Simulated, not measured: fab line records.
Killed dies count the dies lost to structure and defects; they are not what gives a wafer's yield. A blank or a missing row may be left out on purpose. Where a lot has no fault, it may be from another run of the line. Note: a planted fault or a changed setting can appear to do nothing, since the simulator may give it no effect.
Comparing a struck lot with a sound one | flow gf180mcu | 16 steps out of a route of 602
Sound: wafers L763.3, L763.4, L763.6. Wafers struck: L769.2, L769.3, L769.5. The cause is given at the end.
Each step with rows lists, per side, the tool, then ch with its chambers, then its first start. Under that, the readings that differ: sound wafers | struck wafers | difference of the means | sigmas: that difference in standard deviations of wafers without a fault.
alike: a reading whose means differ by less than 2 such deviations, as well as words and numbers matching on both sides. not compared: withheld readings; readings where some wafer has no value; bounds like >300 that might hide an equal value; numbers whose values overlap and for which the record gives no deviation.
The two part at a step that has a row with sigmas, a row that says differs or no value, or rows on one side only. When numbers do not overlap yet have no deviation, they are printed without sigmas and do not part them. Lack of a reading on every wafer of one side parts them only where that side has two or more wafers.

GF_V4_CMP_04: polishes SiO2.
  sound on cmp-02 ch 1,2, day 24 05:20; struck on cmp-02 ch 1,2,3, day 26 05:15
  alike: head pressure psi, motor current A, time to endpoint s
GF_V4_BOW_MEAS_05:
  sound on film metro-01 at day 24 05:41; struck on film metro-01 at day 26 05:31
  alike: V4_BOW
then, 8 steps without rows for these wafers: GF_V4_DEHYDRATE_06 (time 60 s); GF_V4_HMDS_07 (prime time 60 s); GF_V4_COAT_08; GF_V4_COAT_09 (resist thk 1000 nm); GF_V4_SOFTBAKE_10 (time 60 s); GF_V4_EXPOSE_11 (exposes mask Via4, target cd 260 nm); GF_V4_PEB_12 (peb time 90 s); GF_V4_DEVELOP_13 (develop time 60 s).
GF_V4_CD_MEAS_14: target cd 260 nm.
  sound on cd sem-02 at day 25 03:56; struck on cd sem-01 at day 27 01:33
  alike: cd nm
GF_V4_OVL_MEAS_15:
  sound on overlay-01 at day 25 04:01; struck on overlay-01 at day 27 01:39
  reading     | sound    | struck | difference | sigmas
  V4_OVL (nm) | -5 -5 -4 | 0 8 3  | +8         | +2
GF_V4_ETCH_16: etches BARC in N2/H2.
  sound on rie diel-04 ch 1,2,3, day 25 04:02; struck on rie diel-01 ch 0,1,2, day 27 01:41
  no value came back on the struck wafers for any of 6 readings (bias w (W), chamber pressure mTorr (mTorr) and others); on the sound wafers bias w (W) reads 100.14 100.37 99.86
GF_V4_ETCH_17: etches SiO2 in C4F8/O2/Ar, stops on TiN, target depth 630 nm.
  sound: rie diel-04 ch 1,2,3; struck: rie diel-01 ch 0,1,2
  reading               | sound             | struck            | difference | sigmas
  oes product au (a.u.) | 0.856 0.862 0.857 | 0.370 0.370 0.381 | -0.485     | -99 or more
  alike: bias w, chamber pressure mTorr, rf fwd power W
GF_V4_STRIP_18: strips in O2/N2.
  sound on plasma asher-02 ch 0,1, day 25 04:13; struck on plasma asher-02 ch 0,1, day 27 01:49
  alike: drypump motor current A, heater power w, oes product au
  not compared: rf hours counter h
then, 1 step without rows for these wafers: GF_V4_STRIP_19 (strips in post etch residue remover, time 1200 s).

## WHERE THEY PART
Last at GF_V4_ETCH_17 as far as this record goes, first at GF_V4_OVL_MEAS_15. Later steps at which nothing parts them and some readings are alike: GF_V4_STRIP_18.

WHY: what had been put in by the simulator
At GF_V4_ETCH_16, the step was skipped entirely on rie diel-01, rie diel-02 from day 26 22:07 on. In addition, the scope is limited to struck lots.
